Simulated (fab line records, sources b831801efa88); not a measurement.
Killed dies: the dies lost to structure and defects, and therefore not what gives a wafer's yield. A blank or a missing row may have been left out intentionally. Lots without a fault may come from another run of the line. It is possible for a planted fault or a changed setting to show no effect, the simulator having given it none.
2 desks looking at one fault + flow gf180mcu + only its own numbers are on each desk; what lay behind them is given at the end

== FROM THE METROLOGY DESK ==
What the gauges read, lot by lot, whatever tool the lot ran on: means of the sampled wafers that have a number. The brackets show how far a lot's mean lies from the usual mean; more than 4 standard deviations puts the lot out of limits, marked OUT.
Columns: A = HV_LDD_TW at GF_HV_LDD_TW_MEAS_11, usual 2428; B = HV_LDD_RS at GF_HV_LDD_RS_MEAS_53, usual 418.4 ohm/sq; C = NSD_OVL at GF_NSD_OVL_MEAS_08, usual -2.2 nm
| lot  | first seen here | A               | B               | C    |
|------|-----------------|-----------------|-----------------|------|
| L553 | day 10 00:37    | 2436            | 418.5           | -3.2 |
| L554 | day 10 05:40    | 2422            | 417.8           | -1.7 |
| L555 | day 10 21:47    | 2433            | 419.4           | -0.6 |
| L557 | day 11 05:00    | 2415            | 418.6           | -2.2 |
| L558 | day 11 14:28    | 2423            | 418.5           | -3.5 |
| L559 | day 11 22:11    | 2411            | 420.0           | -1.4 |
| L561 | day 12 11:40    | 2360 (-5.2) OUT | 434.1 (+13) OUT | -2.7 |
| L562 | day 12 15:34    | 2327 (-7.8) OUT | 446.0 (+23) OUT | -3.7 |
| L572 | day 15 22:50    | 2432            | 419.1           | -1.8 |
| L573 | day 16 06:03    | 2434            | 418.1           | -0.1 |
| L574 | day 16 06:56    | 2426            | 417.7           | -1.0 |
| L575 | day 16 17:14    | 2428            | 418.7           | -1.4 |
This desk's finding: out of limits on L561, L562; first on L561, day 12 11:40 (HV_LDD_TW at GF_HV_LDD_TW_MEAS_11). L553, L554, L555, L557, L558, L559, L572, L573, L574, L575: within limits.

== AT THE TOOL OWNER'S DESK: implanter-04 ==
The tool's own readings at GF_HV_LDD_IMPLANT_09, given as means over the sampled wafers that have a number, one for each lot that went through this tool. The brackets show how far a lot's mean lies from the usual mean; more than 4 standard deviations puts the lot out of limits, marked OUT.
Columns: A = beam on s at GF_HV_LDD_IMPLANT_09, usual 10.02 s; B = faraday current uA at GF_HV_LDD_IMPLANT_09, usual 562
| lot  | first seen here | A               | B              |
|------|-----------------|-----------------|----------------|
| L555 | day 10 21:33    | 9.86            | 570            |
| L557 | day 11 04:45    | 10.05           | 560            |
| L558 | day 11 14:15    | 10.03           | 563            |
| L559 | day 11 21:56    | 9.90            | 569            |
| L561 | day 12 11:26    | 9.43            | 610 (+4.8) OUT |
| L562 | day 12 15:19    | 8.77 (-6.6) OUT | 654 (+9.2) OUT |
| L572 | day 15 22:36    | 9.91            | 568            |
| L573 | day 16 05:49    | 10.11           | 556            |
| L574 | day 16 06:41    | 10.02           | 563            |
This desk's verdict: out of limits on L561, L562, starting with L561 at day 12 11:26 (faraday current uA at GF_HV_LDD_IMPLANT_09). L555, L557, L558, L559, L572, L573, L574: within limits.

== ALL TOGETHER ==
The tool owner's desk had the chance to raise an alarm at day 12 11:26 on L561, L562.
L561, L562 would have let the metrology desk raise an alarm at day 12 11:40.
Of the lots named, all ran GF_HV_LDD_IMPLANT_09 on implanter-04.

== WHAT THE SIMULATOR PUT IN ==
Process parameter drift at GF_HV_LDD_IMPLANT_09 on implanter-04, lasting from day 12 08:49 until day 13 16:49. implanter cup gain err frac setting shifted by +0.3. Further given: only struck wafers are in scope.
Shown lots that were struck: L561, L562.
Counting hours from when the fault started, the first reading out of limits came at 3 for the tool owner's desk and at 3 for the metrology desk.
